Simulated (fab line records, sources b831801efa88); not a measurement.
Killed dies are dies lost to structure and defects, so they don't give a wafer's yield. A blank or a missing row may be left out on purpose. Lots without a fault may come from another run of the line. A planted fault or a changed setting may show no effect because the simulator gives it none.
fab line records | flow gf180mcu
record lots=15 wafers=45 last_day=34
route steps=602 shown M3@414 V3@444 V4@476
lots that met no fault: from a run of the same line without faults
start_h: hours from the record's first day to the start of the lot's first wafer shown | wait_h: hours since the lot's step before | " the same as in the row above | L1.1+2: a row that stands for several wafers | - no value, or no start given | * or withheld: withheld | < > ~ a bound
route shown NAME@n: a module of which the file shows steps, and the number in the route of the first | usual: mean/standard deviation of fault-free wafers | same: alike in all rows | chamber/n: place in a boat | sites: the reading at each site | _std_site: their standard deviation | _edge_site: outer sites' mean less inner sites' | radius_mm: how far each site lies from the wafer's centre | mask NAME#n: copy n | behind: the tool/chamber that last shaped the wafer | hold: why the lot was held/for how many hours/how that ended | device: the transistor (n, p or np) that didn't switch | end of line: the same wafers' tests at the end of the route | a step without rows: its recipe alone | killed: dies lost to structure and defects at the first sort, not the wafer's yield | map: a wafer's dies, x killed, . not, _ none there
set.NAME: the setting as run; set.NAME@STEP: as run at that earlier step | model.NAME: the simulator's own value behind a step, which no gauge read
steps of the route over a sample of lots; a table a step, a row a wafer
services: from which hour (start_h, from the record's first day; less than 0 if before it) a tool's chamber was out of use, for how many hours, and why
## steps
# step GF_M3_RS_MEAS_05
# recipe thk_meas_gauge=four-point-probe reads=TiN_of_M3_SPUTTER_04+Ti_of_M3_SPUTTER_03+AlCu_of_M3_SPUTTER_02+TiN_of_M3_SPUTTER_01+Ti_of_M3_SPUTTER_00
# usual M3_ALCU_RS=0.0697/0.00082
# columns lot.wafer tool chamber start_h wait_h M3_ALCU_RS[ohm/sq]
L207.2 film_metro-01 - 463.98 0.0 0.0691
L207.4 " - " " 0.0699
L207.6 " - " " 0.0693
L208.1 film_metro-01 - 470.22 0.0 0.0689
L208.2 " - " " 0.0691
L208.3 " - " " 0.0689
L210.1 film_metro-04 - 485.37 0.0 0.0685
L210.3 " - " " 0.0680
L210.4 " - " " 0.0685
L213.2 film_metro-01 - 519.91 0.0 0.0695
L213.4 " - " " 0.0688
L213.5 " - " " 0.0688
L217.1 film_metro-01 - 556.63 0.0 0.0703
L217.4 " - " " 0.0704
L217.6 " - " " 0.0703
L219.4 film_metro-01 - 571.31 0.1 0.0696
L219.5 " - " " 0.0693
L219.6 " - " " 0.0709
L218.4 film_metro-04 - 573.03 0.1 0.0692
L218.5 " - " " 0.0694
L218.6 " - " " 0.0699
L220.2 film_metro-04 - 586.69 0.0 0.0709
L220.5 " - " " 0.0704
L220.6 " - " " 0.0703
L223.3 film_metro-03 - 604.61 0.1 0.0693
L223.4 " - " " 0.0691
L223.6 " - " " 0.0688
L224.3 film_metro-03 - 613.42 0.1 0.0691
L224.4 " - " " 0.0699
L224.5 " - " " 0.0693
L227.2 film_metro-03 - 628.27 0.0 0.0702
L227.3 " - " " 0.0698
L227.4 " - " " 0.0695
L226.3 film_metro-01 - 629.51 0.1 0.0686
L226.4 " - " " 0.0697
L226.6 " - " " 0.0693
L228.1 film_metro-03 - 637.54 0.0 0.0714
L228.5 " - " " 0.0714
L228.6 " - " " 0.0716
L229.2 film_metro-03 - 639.49 0.0 0.0695
L229.3 " - " " 0.0701
L229.5 " - " " 0.0700
L230.3 film_metro-03 - 646.79 0.1 0.0692
L230.5 " - " " 0.0712
L230.6 " - " " 0.0694
# step GF_V3_OVL_MEAS_15
# usual V3_OVL=0/4.4
# columns lot.wafer tool chamber start_h wait_h V3_OVL[nm]
L207.2 overlay-01 - 513.41 0.1 3
L207.4 " - " " 4
L207.6 " - " " 2
L208.1 overlay-02 - 518.76 0.1 3
L208.2 " - " " -5
L208.3 " - " " 1
L210.1 overlay-01 - 533.26 0.1 1
L210.3 " - " " 4
L210.4 " - " " 6
L213.2 overlay-01 - 568.41 0.1 -4
L213.4 " - " " -1
L213.5 " - " " 4
L217.1 overlay-01 - 600.91 0.1 6
L217.4 " - " " 7
L217.6 " - " " 4
L218.4 overlay-02 - 616.56 0.1 -9
L218.5 " - " " 0
L218.6 " - " " 1
L219.4 overlay-02 - 617.87 0.1 -2
L219.5 " - " " -5
L219.6 " - " " 7
L220.2 overlay-01 - 628.96 0.1 5
L220.5 " - " " -5
L220.6 " - " " -1
L223.3 overlay-02 - 647.12 0.1 -3
L223.4 " - " " -5
L223.6 " - " " 1
L224.3 overlay-02 - 654.07 0.1 1
L224.4 " - " " -5
L224.5 " - " " 0
L227.2 overlay-02 - 668.76 0.1 5
L227.3 " - " " -2
L227.4 " - " " 4
L226.3 overlay-01 - 669.82 0.1 6
L226.4 " - " " 3
L226.6 " - " " 0
L228.1 overlay-01 - 677.25 0.1 -5
L228.5 " - " " -4
L228.6 " - " " -2
L229.2 overlay-01 - 679.11 0.1 1
L229.3 " - " " 0
L229.5 " - " " 0
L230.3 overlay-01 - 687.22 0.1 -5
L230.5 " - " " 0
L230.6 " - " " -7
# step GF_V4_CVD_00
# recipe material=SiO2 target_thk_nm=600 sigma_open_frac=0.3 temp_c=400 time_s=100 sih4_flow_sccm=60 pressure_mtorr=6
# usual pressure_mtorr=6.001/0.012 run_length_s=128.1/0.54
# columns lot.wafer tool chamber start_h wait_h pressure_mtorr run_length_s
L207.2 hdpcvd-02 2 538.83 0.0 6.000 128.2
L207.4 " 1 " " 5.990 127.7
L207.6 " 0 " " 5.982 128.2
L208.1 hdpcvd-02 1 543.84 0.0 5.979 127.5
L208.2 " 2 " " 5.999 127.9
L208.3 " 0 " " 6.006 128.5
L210.1 hdpcvd-01 2 558.17 0.0 6.013 128.9
L210.3 " 0 " " 5.992 127.1
L210.4 " 1 " " 6.024 128.4
L213.2 hdpcvd-02 2 591.83 0.0 6.005 127.8
L213.4 " 1 " " 5.986 127.9
L213.5 " 2 " " 6.026 128.2
L217.1 hdpcvd-02 2 623.49 0.0 5.999 127.5
L217.4 " 0 " " 5.992 129.3
L217.6 " 1 " " 5.996 127.8
L218.4 hdpcvd-01 2 640.01 0.0 - -
L218.5 " 0 " " - -
L218.6 " 1 " " - -
L219.4 hdpcvd-02 1 640.44 0.0 - -
L219.5 " 0 " " - -
L219.6 " 2 " " - -
L220.2 hdpcvd-02 0 651.27 0.0 - -
L220.5 " 2 " " - -
L220.6 " 0 " " - -
L223.3 hdpcvd-01 0 668.74 0.0 6.006 127.1
L223.4 " 0 " " 5.998 127.2
L223.6 " 2 " " 6.002 128.7
L224.3 hdpcvd-01 1 675.74 0.0 6.004 128.5
L224.4 " 2 " " 6.003 128.7
L224.5 " 1 " " 6.013 128.9
L227.2 hdpcvd-01 2 689.84 0.0 5.992 128.3
L227.3 " 1 " " 5.992 128.4
L227.4 " 1 " " 5.992 128.4
L226.3 hdpcvd-02 0 690.90 0.0 5.997 128.5
L226.4 " 2 " " 6.030 128.0
L226.6 " 1 " " 6.007 127.5
L228.1 hdpcvd-01 0 698.10 0.0 6.019 128.1
L228.5 " 1 " " 6.003 128.4
L228.6 " 0 " " 6.025 127.8
L229.2 hdpcvd-01 1 700.35 0.0 6.003 128.3
L229.3 " 2 " " 6.006 128.7
L229.5 " 0 " " 5.999 127.3
L230.3 hdpcvd-01 2 707.62 0.0 5.984 128.8
L230.5 " 0 " " 6.013 127.0
L230.6 " 1 " " 6.004 128.8
# step GF_V4_BOW_MEAS_05
# recipe mode=bow
# usual V4_BOW=136/8.6
# columns lot.wafer tool chamber start_h wait_h V4_BOW[um]
L207.2 film_metro-04 - 539.42 0.1 125
L207.4 " - " " 139
L207.6 " - " " 136
L208.1 film_metro-04 - 544.41 0.1 121
L208.2 " - " " 135
L208.3 " - " " 123
L210.1 film_metro-02 - 558.73 0.1 134
L210.3 " - " " 132
L210.4 " - " " 127
L213.2 film_metro-03 - 592.41 0.2 137
L213.4 " - " " 128
L213.5 " - " " 143
L217.1 film_metro-03 - 624.06 0.2 140
L217.4 " - " " 143
L217.6 " - " " 148
L218.4 film_metro-02 - 640.59 0.3 101
L218.5 " - " " 111
L218.6 " - " " 97
L219.4 film_metro-02 - 641.19 0.2 114
L219.5 " - " " 102
L219.6 " - " " 93
L220.2 film_metro-03 - 651.86 0.1 99
L220.5 " - " " 90
L220.6 " - " " 95
L223.3 film_metro-03 - 669.71 0.1 128
L223.4 " - " " 137
L223.6 " - " " 143
L224.3 film_metro-02 - 676.34 0.2 153
L224.4 " - " " 143
L224.5 " - " " 150
L227.2 film_metro-02 - 690.42 0.3 150
L227.3 " - " " 137
L227.4 " - " " 134
L226.3 film_metro-03 - 691.50 0.1 143
L226.4 " - " " 130
L226.6 " - " " 143
L228.1 film_metro-02 - 698.94 0.1 135
L228.5 " - " " 131
L228.6 " - " " 121
L229.2 film_metro-03 - 700.93 0.1 128
L229.3 " - " " 126
L229.5 " - " " 131
L230.3 film_metro-03 - 708.23 0.3 132
L230.5 " - " " 144
L230.6 " - " " 139
## services
# columns tool chamber start_h hours kind
hdpcvd-01 - 539.25 15.0 pm
hdpcvd-01 0 539.25 15.0 vent_cycle
hdpcvd-01 1 539.25 15.0 vent_cycle
hdpcvd-01 2 539.25 15.0 vent_cycle
hdpcvd-01 0 554.25 - clean
hdpcvd-01 1 554.25 - clean
hdpcvd-01 2 554.25 - clean
hdpcvd-02 - 554.25 6.0 pm
## key
first_sign step=GF_V4_CVD_00 reading=tool_record direction=missing
effect step=GF_V4_BOW_MEAS_05 reading=V4_BOW direction=down sigmas=4.2 usual=136 struck=100
met_at GF_V4_CVD_00
struck_lots L218,L219,L220
later_rows_left_out L218.4,L218.5,L218.6,L219.4,L219.5,L219.6,L220.2,L220.5,L220.6
sort_left_out L218.4,L218.5,L218.6,L219.4,L219.5,L219.6,L220.2,L220.5,L220.6
not_acting_at GF_M3_RS_MEAS_05,GF_V3_OVL_MEAS_15
onset_between 623.49 640.01
fault kind=skipped_step_whole tool=hdpcvd-01,hdpcvd-02 chamber=- onset_h=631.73 steps=GF_V4_CVD_00 scope=struck_lots_only
# sort_left_out: the simulated sort isn't trusted on such a fault, so these wafers' sort isn't shown, and their yield isn't known
# later_rows_left_out: the simulator's readings of these wafers behind a module that went badly wrong aren't trusted and aren't shown, but for the sort
